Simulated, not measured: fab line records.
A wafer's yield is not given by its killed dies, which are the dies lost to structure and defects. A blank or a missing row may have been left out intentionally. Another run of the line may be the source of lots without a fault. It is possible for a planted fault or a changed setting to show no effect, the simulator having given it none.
Which of the tools did it?	flow sky130	route of 708 steps, sampled at 1 step: 6 lots, 18 wafers

## WHAT EACH GAUGE READ, for each wafer
SKY_GATE_OXIDE_TW_MEAS_14.
lot	measured	on	GATE_OXIDE_TW
L923	day 14 23:47	film metro-03	223.8 222.9 223.0
L926	day 16 10:02	film metro-03	222.1 221.9 223.9
L928	day 16 10:32	film metro-04	222.8 223.4 224.7
L933	day 18 00:11	film metro-03	223.7 223.0 223.5
L935	day 18 14:35	film metro-02	222.5 223.1 222.3
L937	day 19 14:37	film metro-03	224.8 223.0 223.6

## TOOL THAT RAN EACH LOT (tool first, then ch and the chambers of the sampled wafers, then the start)
The record shows no process step preceding these readings.

## THE ANSWER, worked out from the rows above alone
Rule: what is usual is taken from the lots themselves. The widest of any qualifying gaps counts: lots, ordered by their means at a reading, are off when they make up no more than a third of the lots, leave a main group of 4 or more, and stand apart from it by 3 or more times the standard deviation of that group's means. A main group is skipped when, at the precision printed for the reading in the tables above, its means are all equal. Also off: a lot with no number at a reading for which 4 or more lots have one. Where the step has rows for the other lots, those lots are counted as sound.
Across all readings shown, no lot is off: no conclusion can be drawn from this.

## WHAT WAS PUT IN BY THE SIMULATOR
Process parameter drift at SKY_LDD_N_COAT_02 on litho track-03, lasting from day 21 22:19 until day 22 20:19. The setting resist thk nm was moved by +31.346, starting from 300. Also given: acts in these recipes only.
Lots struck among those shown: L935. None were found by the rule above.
